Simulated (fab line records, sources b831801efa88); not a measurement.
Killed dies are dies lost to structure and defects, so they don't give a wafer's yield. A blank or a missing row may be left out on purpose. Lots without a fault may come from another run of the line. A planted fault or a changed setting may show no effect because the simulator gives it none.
Chamber matching | flow gf180mcu | GF_PASSIVATION_CVD_00 on pecvd-03: 3 sister chambers
The step deposits SiO2 from TEOS, target thk 1000 nm, time 111.95 s. 6 wafers are shown with their chamber, then 7 later ones without.

WAFERS WITH THEIR CHAMBER
wafer  | chamber | susceptor_temp_C (C) | heater_power_w (W)
L768.3 | 1       | 399.52               | 781
L769.2 | 2       | 399.92               | 702
L769.4 | 0       | 399.61               | 826
L769.6 | 1       | 399.63               | 639
L770.1 | 0       | 400.01               | 743
L770.3 | 2       | 400.02               | 707

WAFERS WITHOUT THEIR CHAMBER
wafer  | susceptor_temp_C (C) | heater_power_w (W)
L770.5 | 400.09               | 774
L772.2 | 399.96               | 646
L772.3 | 400.17               | 676
L772.5 | 399.87               | 764
L773.1 | 400.57               | 792
L773.3 | 399.94               | 787
L773.5 | 400.07               | 636

WHICH CHAMBER EACH WENT THROUGH
wafer  | from the rows above          | in truth
L770.5 | can't be placed: 2 or 0 or 1 | 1
L772.2 | can't be placed: 2 or 0 or 1 | 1
L772.3 | can't be placed: 2 or 0      | 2
L772.5 | can't be placed: 0 or 2 or 1 | 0
L773.1 | can't be placed: 2 or 0      | 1
L773.3 | can't be placed: 0 or 2 or 1 | 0
L773.5 | can't be placed: 2 or 0 or 1 | 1
Placed correctly: 0 of 7. Can't be placed from these rows: 7 (the true chamber is among the candidates in 6). Placed wrongly: 0.
How it was worked out, from the rows above alone: a wafer's distance from a chamber is the root of the sum, over the readings, of the square of ((its reading less the chamber's mean) divided by the reading's scatter). The wafer belongs to the nearest chamber; if the next one is less than 2 further off, it can't be placed. A chamber's mean is the mean of its shown wafers. The scatter: the root of (the sum of the squares of (reading less its chamber's mean) over the shown wafers, divided by (wafers less chambers)).
